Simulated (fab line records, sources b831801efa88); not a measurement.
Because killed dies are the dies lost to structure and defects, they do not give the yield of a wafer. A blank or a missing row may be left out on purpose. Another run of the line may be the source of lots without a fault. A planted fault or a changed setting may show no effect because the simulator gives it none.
fab line records	flow sky130
[record] lots = 13	wafers = 39	last_day = 50
route steps=708 shown POLY_GATE@231 LDD_N@244 LDD_HVP@285 LDD_LDN@301 PAD_OPEN@708
lots untouched by any fault: they come from a run of this same line in which no faults occurred
start_h: start of the lot's first displayed wafer, in hours after the record's first day	wait_h: time in hours since the lot's previous step	" the same as in the row above	L1.1+2: a single row standing in for several wafers	- no value, or no start was given	* or withheld: withheld	< > ~ a bound
route shown NAME@n: a module of which the file shows steps, and the number in the route of the first	usual: mean and standard deviation over wafers with no fault	same: alike in all rows	chamber/n: place in a boat	sites: readings site by site	_std_site: standard deviation of those values	_edge_site: mean of outer sites minus mean of inner sites	radius_mm: how far each site lies from the wafer's centre	mask NAME#n: copy n	behind: the tool/chamber that last shaped the wafer	hold: reason for holding the lot/hours on hold/outcome of the hold	device: the n, p or np transistor that did not switch	end of line: tests run on the same wafers once the route is complete	for a step that has no rows: nothing shown but its recipe	killed: count of dies lost to structure and defects at first sort (not the wafer's yield)	map: dies across one wafer; x = killed, . = not, _ = none there
set.NAME: the setting as run; set.NAME@STEP: as run at that earlier step	model.NAME: the simulator's own value behind a step, which no gauge read
one table for each step of the route and one row for each wafer, over a sample of lots
services: from which hour (start_h, from the record's first day; less than 0 if before it) a tool's chamber was out of use, for how many hours, and why
[[steps]]
[step SKY_POLY_GATE_ETCH_17]
[recipe] target_depth_nm = 180	stop_on = SiO2	over_etch_frac = 0.56667	chemistry = HBr/Cl2	target = poly-Si	icp_w = 400	bias_w = 100	pressure_mtorr = 10	HBr_flow_sccm = 150	Cl2_flow_sccm = 50	time_s = 70.5
[usual] drypump_motor_current_A = 5.8/0.33	oes_product_au = 0.986/0.0093	throttle_valve_pct = 33.685/0.0097
lot.wafer	tool	chamber	start_h	wait_h	drypump_motor_current_A	oes_product_au	rf_hours_counter_h	throttle_valve_pct
L750.2	rie_si-02	3	378.24	0.0	5.7	0.984	82	33.683
L750.3	"	2	"	"	5.9	0.980	1	33.681
L750.4	"	1	"	"	5.2	0.986	23	33.683
L751.2	rie_si-01	1	388.08	0.0	5.7	0.986	6	33.672
L751.4	"	0	"	"	5.6	0.992	0	33.692
L751.5	"	1	"	"	5.7	0.982	-	33.691
L752.2	rie_si-02	2	407.53	0.0	5.8	0.984	1	33.681
L752.3	"	3	"	"	5.8	0.989	0	33.697
L752.5	"	1	"	"	5.2	0.990	-	33.684
L754.2	rie_si-02	1	411.78	0.0	5.2	0.990	23	33.692
L754.4	"	3	"	"	5.7	0.994	-	33.680
L754.5	"	2	"	"	5.8	0.975	-	33.686
L753.2	rie_si-02	2	418.69	0.0	5.9	0.977	1	33.693
L753.3	"	0	"	"	6.2	0.987	0	33.675
L753.5	"	3	"	"	5.8	1.008	-	33.670
L759.1	rie_si-01	2	471.46	0.0	6.2	0.981	46	33.687
L759.3	"	0	"	"	5.6	0.991	1	33.675
L759.5	"	2	"	"	6.2	0.989	-	33.683
L763.2	rie_si-01	0	509.93	0.0	5.6	0.989	1	33.693
L763.3	"	1	"	"	5.7	0.981	7	33.709
L763.4	"	3	"	"	6.0	0.965	33	33.691
L764.2	rie_si-02	1	510.54	0.0	5.2	1.009	24	33.672
L764.5	"	1	"	"	5.2	1.003	-	33.677
L764.6	"	0	"	"	6.2	0.971	-	33.674
L765.1	rie_si-01	3	516.73	0.0	6.0	0.978	33	33.672
L765.4	"	2	"	"	6.2	0.987	47	33.686
L765.5	"	2	"	"	6.2	0.980	-	33.680
L769.2	rie_si-02	1	544.29	0.0	5.2	0.997	24	33.686
L769.3	"	3	"	"	5.7	0.978	1	33.690
L769.5	"	1	"	"	5.2	0.993	-	33.687
L768.1	rie_si-01	1	546.46	0.0	5.6	0.972	7	33.696
L768.2	"	2	"	"	6.2	0.973	0	33.704
L768.6	"	2	"	"	6.2	0.970	-	33.688
L770.1	rie_si-02	3	560.28	0.0	5.7	0.991	1	33.669
L770.3	"	2	"	"	5.8	0.984	2	33.683
L770.5	"	2	"	"	5.8	0.985	-	33.697
L771.1	rie_si-01	1	561.83	0.0	5.7	0.981	7	33.696
L771.5	"	1	"	"	5.6	0.983	-	33.693
L771.6	"	2	"	"	6.2	0.984	-	33.685
[step SKY_LDD_N_OVL_MEAS_07]
[usual] LDD_N_OVL = 0.0/1.3
lot.wafer	tool	chamber	start_h	wait_h	LDD_N_OVL[nm]
L750.2	overlay-01	-	410.89	0.1	-1.2
L750.3	"	-	"	"	-1.1
L750.4	"	-	"	"	-1.9
L751.2	overlay-01	-	424.19	0.1	0.1
L751.4	"	-	"	"	-1.3
L751.5	"	-	"	"	-1.4
L752.2	overlay-01	-	440.70	0.1	0.2
L752.3	"	-	"	"	0.5
L752.5	"	-	"	"	-0.4
L754.2	overlay-02	-	448.39	0.1	-0.6
L754.4	"	-	"	"	1.0
L754.5	"	-	"	"	-0.8
L753.2	overlay-01	-	453.79	0.1	1.2
L753.3	"	-	"	"	2.7
L753.5	"	-	"	"	1.0
L759.1	overlay-02	-	504.58	0.1	-0.5
L759.3	"	-	"	"	0.3
L759.5	"	-	"	"	-0.4
L763.2	overlay-02	-	541.30	0.1	-1.5
L763.3	"	-	"	"	-0.6
L763.4	"	-	"	"	0.3
L764.2	overlay-02	-	542.14	0.1	-0.6
L764.5	"	-	"	"	-1.1
L764.6	"	-	"	"	-1.8
L765.1	overlay-01	-	549.78	0.1	0.6
L765.4	"	-	"	"	0.4
L765.5	"	-	"	"	-1.8
L769.2	overlay-02	-	575.73	0.1	1.0
L769.3	"	-	"	"	-0.5
L769.5	"	-	"	"	-0.9
L768.1	overlay-01	-	577.88	0.1	-1.3
L768.2	"	-	"	"	-1.3
L768.6	"	-	"	"	-1.4
L770.1	overlay-01	-	592.50	0.1	-1.1
L770.3	"	-	"	"	-1.1
L770.5	"	-	"	"	-1.0
L771.1	overlay-01	-	593.58	0.1	-1.1
L771.5	"	-	"	"	1.2
L771.6	"	-	"	"	0.9
[step SKY_LDD_HVP_OVL_MEAS_07]
[usual] LDD_HVP_OVL = -0.1/1.3
lot.wafer	tool	chamber	start_h	wait_h	LDD_HVP_OVL[nm]
L750.2	overlay-01	-	505.95	0.1	-0.4
L750.3	"	-	"	"	-1.2
L750.4	"	-	"	"	0.0
L751.2	overlay-02	-	518.20	0.1	-1.3
L751.4	"	-	"	"	-1.7
L751.5	"	-	"	"	-1.7
L752.2	overlay-01	-	535.93	0.1	-0.6
L752.3	"	-	"	"	-0.7
L752.5	"	-	"	"	0.8
L754.2	overlay-01	-	542.25	0.1	-1.7
L754.4	"	-	"	"	0.3
L754.5	"	-	"	"	-0.2
L753.2	overlay-01	-	547.38	0.1	2.2
L753.3	"	-	"	"	0.2
L753.5	"	-	"	"	0.4
L759.1	overlay-02	-	598.53	0.1	1.9
L759.3	"	-	"	"	0.9
L759.5	"	-	"	"	-0.9
L763.2	overlay-01	-	633.23	0.1	0.7
L763.3	"	-	"	"	-0.2
L763.4	"	-	"	"	-0.5
L764.2	overlay-02	-	634.13	0.1	-2.5
L764.5	"	-	"	"	-1.4
L764.6	"	-	"	"	-1.5
L765.1	overlay-02	-	641.05	0.1	1.9
L765.4	"	-	"	"	2.1
L765.5	"	-	"	"	1.4
L769.2	overlay-01	-	665.23	0.1	-0.4
L769.3	"	-	"	"	-1.7
L769.5	"	-	"	"	-0.8
L768.1	overlay-02	-	668.15	0.1	1.3
L768.2	"	-	"	"	-1.0
L768.6	"	-	"	"	-0.9
L770.1	overlay-01	-	681.10	0.1	-0.2
L770.3	"	-	"	"	-1.6
L770.5	"	-	"	"	-1.8
L771.1	overlay-02	-	684.15	0.1	-0.5
L771.5	"	-	"	"	-1.9
L771.6	"	-	"	"	0.4
[step SKY_LDD_LDN_STRIP_12]
[recipe] chemistry = O2/N2	power_w = 1400	pressure_mtorr = 1500	platen_temp_c = withheld	o2_flow_sccm = 3000	n2_flow_sccm = 300	overash_fraction = 0.5
[usual] chamber_pressure_mTorr = 1499.9/1.4	drypump_motor_current_A = 5.7/0.34	oes_product_au = 0.715/0.0043	strip_time_to_endpoint_s = 14.17/0.042
lot.wafer	tool	chamber	start_h	wait_h	chamber_pressure_mTorr	drypump_motor_current_A	oes_product_au	rf_hours_counter_h	strip_time_to_endpoint_s
L750.2	plasma_asher-02	1	536.86	0.1	1500.1	5.8	0.717	10	14.22
L750.3	"	1	"	"	1501.5	5.8	0.718	-	14.24
L750.4	"	0	"	"	1497.2	5.6	0.717	-	14.26
L751.2	plasma_asher-04	1	549.52	0.1	1498.0	5.7	0.713	36	14.15
L751.4	"	1	"	"	1499.4	5.7	0.708	-	14.15
L751.5	"	1	"	"	1499.6	5.7	0.720	-	14.17
L752.2	plasma_asher-03	0	566.96	0.1	1496.3	5.1	0.705	78	14.18
L752.3	"	0	"	"	1500.7	5.1	0.718	-	14.14
L752.5	"	0	"	"	1498.8	5.1	0.712	-	14.16
L754.2	plasma_asher-02	0	572.96	0.1	-	-	-	-	-
L754.4	"	0	"	"	-	-	-	-	-
L754.5	"	1	"	"	-	-	-	-	-
L753.2	plasma_asher-03	1	577.86	0.1	-	-	-	-	-
L753.3	"	1	"	"	-	-	-	-	-
L753.5	"	1	"	"	-	-	-	-	-
L759.1	plasma_asher-02	0	629.58	0.1	1499.1	5.6	0.717	20	14.13
L759.3	"	1	"	"	1498.8	5.8	0.725	-	14.17
L759.5	"	1	"	"	1499.2	5.8	0.719	-	14.13
L763.2	plasma_asher-04	0	662.73	0.1	1500.5	6.0	0.717	47	14.17
L763.3	"	1	"	"	1498.2	5.7	0.713	-	14.19
L763.4	"	0	"	"	1502.8	6.0	0.717	-	14.19
L764.2	plasma_asher-03	1	664.22	0.1	1501.1	6.0	0.712	88	14.14
L764.5	"	1	"	"	1500.4	6.0	0.709	-	14.19
L764.6	"	0	"	"	1498.7	5.1	0.715	-	14.18
L765.1	plasma_asher-02	0	670.63	0.1	1500.5	5.6	0.723	24	14.22
L765.4	"	1	"	"	1499.2	5.8	0.714	-	14.16
L765.5	"	0	"	"	1500.1	5.6	0.714	-	14.19
L769.2	plasma_asher-03	1	694.21	0.1	1500.5	6.0	0.725	91	14.15
L769.3	"	1	"	"	1499.7	6.0	0.721	-	14.10
L769.5	"	1	"	"	1500.6	6.0	0.718	-	14.14
L768.1	plasma_asher-03	0	697.22	0.1	1500.2	5.0	0.717	91	14.24
L768.2	"	1	"	"	1498.5	6.1	0.717	91	14.22
L768.6	"	1	"	"	1501.4	6.0	0.712	-	14.23
L770.1	plasma_asher-03	0	710.58	0.1	1498.9	5.0	0.720	93	14.22
L770.3	"	1	"	"	1502.4	6.0	0.714	-	14.22
L770.5	"	1	"	"	1501.4	6.0	0.712	-	14.27
L771.1	plasma_asher-04	0	712.72	0.1	1499.9	6.0	0.715	52	14.18
L771.5	"	0	"	"	1500.8	6.0	0.720	-	14.17
L771.6	"	1	"	"	1499.0	5.6	0.717	-	14.17
[step SKY_PAD_OPEN_PROBE_99]
[usual] killed_at_M0_to_M3 = 43/7.5	killed_at_M4_up = 3.2/1.9	killed_at_contacts = 24/4.9	killed_at_front_end = 15/4.3	killed_at_other = 0.4/0.72	killed_dies = 86/9.1	killed_on_rim = 17/3.8	killed_open = 47/6.5	killed_short = 39/6.5
[same] gross_dies = 492	killed_at_back_side = 0
lot.wafer	tool	chamber	start_h	wait_h	killed_at_M0_to_M3	killed_at_M4_up	killed_at_contacts	killed_at_front_end	killed_at_other	killed_dies	killed_on_rim	killed_open	killed_short
L750.2	prober-01	-	1092.26	0.1	43	5	33	11	0	92	19	49	43
L750.3	prober-01	-	1092.31	0.2	55	5	22	10	0	92	21	47	44
L750.4	prober-01	-	1092.36	0.2	44	2	31	21	0	98	22	49	47
L751.2	prober-02	-	1101.00	0.1	31	4	21	16	1	73	13	38	34
L751.4	prober-02	-	1101.10	0.2	41	3	25	16	0	85	17	39	46
L751.5	prober-02	-	1101.15	0.2	35	0	19	18	0	72	18	37	33
L752.2	prober-01	-	1113.16	0.1	38	4	30	15	0	87	16	48	39
L752.3	prober-01	-	1113.21	0.2	41	3	27	28	0	99	16	52	47
L752.5	prober-01	-	1113.31	0.2	42	4	18	17	0	81	18	47	33
L754.2	prober-02	-	1113.90	0.1	43	3	18	428	0	492	96	44	30
L754.4	prober-02	-	1114.00	0.2	44	5	33	407	3	492	96	62	40
L754.5	prober-02	-	1114.05	0.2	50	2	30	410	0	492	96	47	46
L753.2	prober-01	-	1119.30	0.1	39	0	25	428	0	492	96	41	39
L753.3	prober-01	-	1119.35	0.2	31	7	25	428	1	492	96	45	31
L753.5	prober-01	-	1119.45	0.2	37	2	26	426	1	492	96	42	32
L759.1	prober-02	-	1150.99	0.1	47	2	24	15	1	89	18	56	33
L759.3	prober-02	-	1151.09	0.2	40	5	20	10	1	76	13	43	33
L759.5	prober-02	-	1151.19	0.2	45	2	22	9	0	78	16	50	28
L763.2	prober-02	-	1173.51	0.1	34	1	21	22	1	79	14	46	33
L763.3	prober-02	-	1173.56	0.2	54	2	21	12	2	91	15	50	41
L763.4	prober-02	-	1173.61	0.2	37	0	27	16	2	82	20	40	42
L764.2	prober-02	-	1174.72	0.1	45	3	19	17	0	84	15	55	29
L764.5	prober-02	-	1174.87	0.2	37	4	16	17	0	74	15	39	34
L764.6	prober-02	-	1174.92	0.2	46	1	18	13	0	78	15	40	38
L765.1	prober-02	-	1176.30	0.1	47	1	30	19	0	97	21	50	47
L765.4	prober-02	-	1176.45	0.2	30	1	25	22	0	78	17	39	39
L765.5	prober-02	-	1176.50	0.2	40	0	20	17	0	77	16	42	35
L769.2	prober-01	-	1191.16	0.1	46	4	19	15	0	84	25	53	31
L769.3	prober-01	-	1191.21	0.2	48	2	22	13	0	85	14	46	39
L769.5	prober-01	-	1191.31	0.2	32	1	17	17	0	67	17	31	36
L768.1	prober-02	-	1192.61	0.1	49	5	21	19	1	95	22	52	43
L768.2	prober-02	-	1192.66	0.1	36	3	29	20	0	88	22	47	41
L768.6	prober-02	-	1192.86	0.2	45	5	25	12	0	87	19	44	43
L770.1	prober-01	-	1200.80	0.1	49	5	26	15	0	95	20	56	38
L770.3	prober-01	-	1200.90	0.2	56	2	27	9	0	94	19	57	37
L770.5	prober-01	-	1201.00	0.2	48	7	20	12	0	87	18	40	47
L771.1	prober-02	-	1206.39	0.1	44	3	33	12	1	93	17	57	34
L771.5	prober-02	-	1206.59	0.2	32	4	20	14	3	73	13	35	36
L771.6	prober-02	-	1206.64	0.2	33	5	20	16	0	74	18	35	39
// killed by level:class
L750.2 CONTACT:geometric_particle:open=13 VIA1:geometric_particle:open=10 LI_CONTACT:geometric_particle:open=9 VIA1:geometric_particle:short=6 VIA2:geometric_particle:open=6 VIA3:geometric_particle:open=5 LOCAL_INTERCONNECT:geometric_particle:short=5 METAL2:geometric_particle:short=4
L750.3 VIA2:geometric_particle:open=10 LI_CONTACT:geometric_particle:open=8 METAL1:geometric_particle:short=7 VIA1:geometric_particle:open=7 METAL2:geometric_particle:short=7 CONTACT:geometric_particle:open=4 POLY_GATE:geometric_particle:short=4 CONTACT:geometric_particle:short=4
L750.4 CONTACT:geometric_particle:open=13 VIA1:geometric_particle:open=10 LI_CONTACT:geometric_particle:open=7 VIA1:geometric_particle:short=6 VIA2:geometric_particle:open=6 FIELD_ISO:geometric_particle:short=5 METAL2:geometric_particle:short=5 FIELD_ISO:geometric_particle:open=5
L751.2 LI_CONTACT:geometric_particle:open=7 VIA1:geometric_particle:short=7 CONTACT:geometric_particle:open=6 VIA1:geometric_particle:open=6 METAL2:geometric_particle:short=5 VIA2:geometric_particle:open=5 FIELD_ISO:geometric_particle:open=4 FIELD_ISO:geometric_particle:short=4
L751.4 CONTACT:geometric_particle:open=12 VIA3:geometric_particle:open=9 FIELD_ISO:geometric_particle:short=6 CONTACT:geometric_particle:short=6 METAL1:geometric_particle:short=6 VIA1:geometric_particle:short=6 VIA1:geometric_particle:open=5 VIA3:geometric_particle:short=5
L751.5 CONTACT:geometric_particle:open=11 VIA1:geometric_particle:open=9 METAL1:geometric_particle:short=7 VIA2:geometric_particle:open=5 FIELD_ISO:geometric_particle:open=4 FIELD_ISO:geometric_particle:short=4 POLY_GATE:geometric_particle:short=4 VIA1:geometric_particle:short=3
L752.2 LI_CONTACT:geometric_particle:open=9 CONTACT:geometric_particle:open=9 LOCAL_INTERCONNECT:geometric_particle:short=8 VIA2:geometric_particle:open=8 FIELD_ISO:geometric_particle:open=6 VIA1:geometric_particle:open=5 METAL2:geometric_particle:short=5 VIA3:geometric_particle:open=5
L752.3 METAL2:geometric_particle:short=11 CONTACT:geometric_particle:open=10 VIA1:geometric_particle:open=7 FIELD_ISO:geometric_particle:open=6 POLY_GATE:geometric_particle:open=6 VIA1:geometric_particle:short=5 LI_CONTACT:geometric_particle:open=5 VIA2:geometric_particle:open=5
L752.5 VIA1:geometric_particle:open=14 VIA2:geometric_particle:open=7 VIA3:geometric_particle:open=6 POLY_GATE:geometric_particle:short=5 CONTACT:geometric_particle:open=5 FIELD_ISO:geometric_particle:short=4 LI_CONTACT:geometric_particle:open=4 LOCAL_INTERCONNECT:geometric_particle:short=3
L754.2 SPACER:area_cvd=418 VIA1:geometric_particle:open=12 CONTACT:geometric_particle:open=7 VIA2:geometric_particle:open=7 LOCAL_INTERCONNECT:geometric_particle:short=5 METAL1:geometric_particle:short=5 POLY_GATE:geometric_particle:open=4 VIA1:geometric_particle:short=4
L754.4 SPACER:area_cvd=389 CONTACT:geometric_particle:open=19 VIA3:geometric_particle:open=11 VIA1:geometric_particle:open=10 FIELD_ISO:geometric_particle:short=7 VIA2:geometric_particle:open=6 LI_CONTACT:geometric_particle:open=5 CONTACT:geometric_particle:short=5
L754.5 SPACER:area_cvd=399 VIA1:geometric_particle:open=12 CONTACT:geometric_particle:open=10 VIA2:geometric_particle:open=8 LI_CONTACT:geometric_particle:open=7 CONTACT:geometric_particle:short=7 METAL2:geometric_particle:short=6 VIA2:geometric_particle:short=5
L753.2 SPACER:area_cvd=409 CONTACT:geometric_particle:open=10 VIA1:geometric_particle:open=9 VIA2:geometric_particle:open=7 POLY_GATE:geometric_particle:short=5 LI_CONTACT:geometric_particle:open=5 METAL2:geometric_particle:short=5 FIELD_ISO:geometric_particle:short=4
L753.3 SPACER:area_cvd=414 VIA1:geometric_particle:open=8 CONTACT:geometric_particle:open=7 POLY_GATE:geometric_particle:open=6 LI_CONTACT:geometric_particle:open=6 VIA2:geometric_particle:open=5 LOCAL_INTERCONNECT:geometric_particle:short=5 METAL2:geometric_particle:short=4
L753.5 SPACER:area_cvd=416 VIA1:geometric_particle:open=9 LI_CONTACT:geometric_particle:open=8 CONTACT:geometric_particle:open=7 VIA2:geometric_particle:open=7 METAL3:geometric_particle:short=7 CONTACT:geometric_particle:short=6 FIELD_ISO:geometric_particle:open=3
L759.1 VIA1:geometric_particle:open=12 LI_CONTACT:geometric_particle:open=10 CONTACT:geometric_particle:open=8 VIA3:geometric_particle:open=7 VIA1:geometric_particle:short=6 VIA2:geometric_particle:open=6 METAL2:geometric_particle:short=5 FIELD_ISO:geometric_particle:open=4
L759.3 VIA1:geometric_particle:open=10 VIA3:geometric_particle:open=6 VIA2:geometric_particle:open=6 POLY_GATE:geometric_particle:open=5 LI_CONTACT:geometric_particle:open=5 CONTACT:geometric_particle:open=5 CONTACT:geometric_particle:short=4 VIA3:geometric_particle:short=4
L759.5 VIA1:geometric_particle:open=19 CONTACT:geometric_particle:open=8 VIA2:geometric_particle:open=8 LI_CONTACT:geometric_particle:open=7 FIELD_ISO:geometric_particle:short=5 METAL2:geometric_particle:short=4 VIA1:geometric_particle:short=4 LOCAL_INTERCONNECT:geometric_particle:short=3
L763.2 VIA1:geometric_particle:open=12 CONTACT:geometric_particle:open=7 FIELD_ISO:geometric_particle:open=6 METAL1:geometric_particle:short=5 VIA1:geometric_particle:short=5 VIA2:geometric_particle:open=5 POLY_GATE:geometric_particle:open=4 LOCAL_INTERCONNECT:geometric_particle:short=4
L763.3 VIA1:geometric_particle:open=11 CONTACT:geometric_particle:open=8 VIA2:geometric_particle:open=7 VIA1:geometric_particle:short=7 VIA3:geometric_particle:open=7 LOCAL_INTERCONNECT:geometric_particle:short=6 FIELD_ISO:geometric_particle:short=5 LI_CONTACT:geometric_particle:open=4
L763.4 VIA1:geometric_particle:open=9 LOCAL_INTERCONNECT:geometric_particle:short=8 FIELD_ISO:geometric_particle:open=7 VIA3:geometric_particle:open=7 CONTACT:geometric_particle:open=7 METAL1:geometric_particle:short=7 CONTACT:geometric_particle:short=5 LI_CONTACT:geometric_particle:open=4
L764.2 VIA1:geometric_particle:open=16 LI_CONTACT:geometric_particle:open=8 VIA3:geometric_particle:open=7 CONTACT:geometric_particle:open=6 POLY_GATE:geometric_particle:short=4 METAL1:geometric_particle:short=4 FIELD_ISO:geometric_particle:short=3 FIELD_ISO:geometric_particle:open=3
L764.5 VIA1:geometric_particle:open=8 LI_CONTACT:geometric_particle:open=7 METAL1:geometric_particle:short=5 VIA2:geometric_particle:open=5 VIA3:geometric_particle:open=5 FIELD_ISO:geometric_particle:open=4 FIELD_ISO:geometric_particle:short=4 METAL2:geometric_particle:short=4
L764.6 VIA1:geometric_particle:open=13 CONTACT:geometric_particle:open=7 VIA3:geometric_particle:open=7 FIELD_ISO:geometric_particle:short=6 VIA1:geometric_particle:short=6 LI_CONTACT:geometric_particle:open=5 CONTACT:geometric_particle:short=5 METAL2:geometric_particle:short=5
L765.1 VIA1:geometric_particle:open=11 LI_CONTACT:geometric_particle:open=9 CONTACT:geometric_particle:open=9 METAL2:geometric_particle:short=8 FIELD_ISO:geometric_particle:short=5 LI_CONTACT:geometric_particle:short=5 VIA3:geometric_particle:open=5 VIA3:geometric_particle:short=5
L765.4 VIA1:geometric_particle:open=10 CONTACT:geometric_particle:open=9 FIELD_ISO:geometric_particle:short=8 CONTACT:geometric_particle:short=5 METAL2:geometric_particle:short=5 SPACER:geometric_particle:short=4 LI_CONTACT:geometric_particle:short=4 LI_CONTACT:geometric_particle:open=4
L765.5 VIA1:geometric_particle:open=12 CONTACT:geometric_particle:open=7 CONTACT:geometric_particle:short=6 FIELD_ISO:geometric_particle:short=5 METAL2:geometric_particle:short=5 VIA2:geometric_particle:open=5 LI_CONTACT:geometric_particle:open=4 VIA1:geometric_particle:short=4
L769.2 VIA1:geometric_particle:open=15 VIA3:geometric_particle:open=7 FIELD_ISO:geometric_particle:open=6 POLY_GATE:geometric_particle:open=5 CONTACT:geometric_particle:short=5 CONTACT:geometric_particle:open=5 VIA1:geometric_particle:short=5 METAL2:geometric_particle:short=5
L769.3 VIA1:geometric_particle:open=9 VIA2:geometric_particle:open=9 LI_CONTACT:geometric_particle:open=7 CONTACT:geometric_particle:open=7 VIA1:geometric_particle:short=7 LOCAL_INTERCONNECT:geometric_particle:short=5 METAL1:geometric_particle:short=5 METAL2:geometric_particle:short=5
L769.5 CONTACT:geometric_particle:open=7 VIA1:geometric_particle:short=7 FIELD_ISO:geometric_particle:short=5 LI_CONTACT:geometric_particle:open=5 METAL1:geometric_particle:short=5 VIA3:geometric_particle:open=5 FIELD_ISO:geometric_particle:open=4 VIA1:geometric_particle:open=4
L768.1 METAL1:geometric_particle:short=10 CONTACT:geometric_particle:open=9 VIA2:geometric_particle:open=9 VIA1:geometric_particle:open=8 VIA3:geometric_particle:open=8 FIELD_ISO:geometric_particle:short=6 FIELD_ISO:geometric_particle:open=5 METAL2:geometric_particle:short=4
L768.2 CONTACT:geometric_particle:open=11 VIA1:geometric_particle:open=7 FIELD_ISO:geometric_particle:short=6 METAL1:geometric_particle:short=6 FIELD_ISO:geometric_particle:open=5 LI_CONTACT:geometric_particle:short=5 LI_CONTACT:geometric_particle:open=5 LOCAL_INTERCONNECT:geometric_particle:short=5
L768.6 CONTACT:geometric_particle:open=8 VIA3:geometric_particle:open=8 CONTACT:geometric_particle:short=7 VIA2:geometric_particle:open=7 VIA3:geometric_particle:short=7 METAL2:geometric_particle:short=6 LI_CONTACT:geometric_particle:open=6 FIELD_ISO:geometric_particle:open=4
L770.1 CONTACT:geometric_particle:open=14 VIA3:geometric_particle:open=13 VIA1:geometric_particle:open=10 LI_CONTACT:geometric_particle:open=5 VIA2:geometric_particle:open=5 LOCAL_INTERCONNECT:geometric_particle:short=5 METAL4:geometric_particle:short=4 METAL3:geometric_particle:short=4
L770.3 VIA1:geometric_particle:open=15 CONTACT:geometric_particle:open=14 VIA3:geometric_particle:open=10 METAL2:geometric_particle:short=6 VIA2:geometric_particle:open=6 CONTACT:geometric_particle:short=5 LOCAL_INTERCONNECT:geometric_particle:short=4 METAL1:geometric_particle:short=4
L770.5 LI_CONTACT:geometric_particle:open=8 VIA2:geometric_particle:open=8 VIA3:geometric_particle:open=8 POLY_GATE:geometric_particle:short=7 METAL1:geometric_particle:short=7 VIA1:geometric_particle:open=7 METAL2:geometric_particle:short=7 CONTACT:geometric_particle:short=6
L771.1 CONTACT:geometric_particle:open=17 VIA1:geometric_particle:open=12 LI_CONTACT:geometric_particle:open=6 POLY_GATE:geometric_particle:open=5 LOCAL_INTERCONNECT:geometric_particle:short=5 VIA1:geometric_particle:short=5 VIA3:geometric_particle:open=5 VIA2:geometric_particle:open=5
L771.5 CONTACT:geometric_particle:open=10 VIA1:geometric_particle:open=7 POLY_GATE:geometric_particle:short=6 VIA3:geometric_particle:open=6 METAL2:geometric_particle:short=5 CONTACT:geometric_particle:short=4 METAL1:geometric_particle:short=4 POLY_GATE:geometric_particle:open=3
L771.6 CONTACT:geometric_particle:open=10 FIELD_ISO:geometric_particle:open=8 METAL1:geometric_particle:short=7 CONTACT:geometric_particle:short=6 VIA3:geometric_particle:open=5 METAL4:geometric_particle:short=5 VIA1:geometric_particle:open=4 VIA2:geometric_particle:short=4
[[services]]
tool	chamber	start_h	hours	kind
rie_si-02	3	381.45	-	clean
rie_si-02	3	381.45	11.1	scheduled_down
rie_si-02	3	381.45	11.1	vent_cycle
rie_si-01	3	390.48	3.3	repair
rie_si-02	0	392.56	-	clean
rie_si-02	0	392.56	22.7	scheduled_down
rie_si-02	0	392.56	22.7	vent_cycle
plasma_asher-02	-	421.25	9.0	pm
plasma_asher-03	-	484.67	0.5	repair
rie_si-02	3	492.30	6.2	repair
rie_si-02	1	529.75	9.8	repair
rie_si-01	2	537.48	-	clean
rie_si-01	2	537.48	7.9	scheduled_down
rie_si-01	2	537.48	7.9	vent_cycle
rie_si-02	3	563.57	79.8	repair
rie_si-02	2	581.48	7.4	repair
rie_si-01	3	594.28	-	clean
rie_si-01	3	594.28	12.7	scheduled_down
rie_si-01	2	616.77	9.0	repair
rie_si-02	1	643.42	-	clean
rie_si-02	1	643.42	17.6	scheduled_down
rie_si-02	1	643.42	17.6	vent_cycle
rie_si-01	-	668.09	2.8	pm
rie_si-01	-	687.74	10.0	pm
[[key]]
[first_sign] step = SKY_LDD_LDN_STRIP_12	reading = tool_record	direction = missing
[effect] step = SKY_PAD_OPEN_PROBE_99	reading = killed_at_front_end	direction = up	sigmas = 94	usual = 15	struck = 421
[more_kills_born_at] SKY_SPACER_CVD_00@lpcvd-02 = 2445
met_at SKY_LDD_LDN_STRIP_12
struck_lots L753,L754
later_rows_left_out L753.2,L753.3,L753.5,L754.2,L754.4,L754.5
tester_left_out L753,L754
not_acting_at SKY_POLY_GATE_ETCH_17,SKY_LDD_N_OVL_MEAS_07,SKY_LDD_HVP_OVL_MEAS_07
onset_between 566.96 572.96
[fault] kind = skipped_step_whole	tool = plasma_asher-02,plasma_asher-03	chamber = -	onset_h = 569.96	steps = SKY_LDD_LDN_STRIP_12	scope = struck_lots_only
// tester_left_out: of these lots the tester's yield and bins aren't shown, on N5 and GAA mostly nor the transistor test; their killed dies are dies lost to structure and defects alone, not to doping, threshold or leakage, so they don't give the yield
// later_rows_left_out: the simulator's readings of these wafers behind a module that went badly wrong aren't trusted and aren't shown, but for the sort
